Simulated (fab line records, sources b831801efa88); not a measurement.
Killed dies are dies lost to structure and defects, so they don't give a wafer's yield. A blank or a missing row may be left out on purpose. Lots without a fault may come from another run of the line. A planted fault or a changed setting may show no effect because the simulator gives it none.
Which tool did it? | flow sky130 | 6 lots, 18 wafers sampled, at 2 steps of a route of 708

WHAT THE GAUGES READ, wafer by wafer
SKY_LDD_P_TW_MEAS_11.
lot  | measured     | on            | LDD_P_TW
L367 | day 19 14:11 | film_metro-03 | 643 638 638
L370 | day 20 23:59 | film_metro-03 | 645 634 635
L373 | day 21 14:13 | film_metro-03 | 637 640 637
L377 | day 24 01:02 | film_metro-02 | 603 605 602
L380 | day 23 23:32 | film_metro-03 | 633 632 634
L386 | day 26 05:01 | film_metro-01 | 636 638 635

WHICH TOOL RAN EACH LOT (tool, then ch and the chambers of the sampled wafers, then the start)
lot  | SKY_LDD_P_IMPLANT_09
L367 | implanter-04 ch 0, day 19 13:58
L370 | implanter-02 ch 0, day 20 23:44
L373 | implanter-01 ch 0, day 21 13:58
L377 | implanter-01 ch 0, day 24 00:47
L380 | implanter-01 ch 0, day 23 23:19
L386 | implanter-04 ch 0, day 26 04:46
- SKY_LDD_P_IMPLANT_09

THE ANSWER, worked out from the rows above alone
Rule: what is usual is taken from the lots themselves. Put in order of their means at a reading, lots are off if they are a third of the lots or fewer, leave a main group of 4 or more, and stand apart from it by a gap of 3 or more times the standard deviation of the main group's means; of several such gaps the widest counts. A main group whose means are all the same, to the digits that the tables above print for the reading, isn't used. A lot without any number at a reading at which 4 lots or more have one is off too. The other lots that the step has rows for count as sound.
Off: L377, at SKY_LDD_P_TW_MEAS_11 (LDD_P_TW). The main group: mean 637, standard deviation 2.3.
A tool fits if, at a process step before that reading, it ran every lot that is off, and no sound lot after the first of them. The gauges at SKY_LDD_P_TW_MEAS_11 are tried like those tools. Can't be told from this: 2 tools fit, implanter-01 at SKY_LDD_P_IMPLANT_09, film_metro-02 at SKY_LDD_P_TW_MEAS_11.

WHAT THE SIMULATOR HAD PUT IN
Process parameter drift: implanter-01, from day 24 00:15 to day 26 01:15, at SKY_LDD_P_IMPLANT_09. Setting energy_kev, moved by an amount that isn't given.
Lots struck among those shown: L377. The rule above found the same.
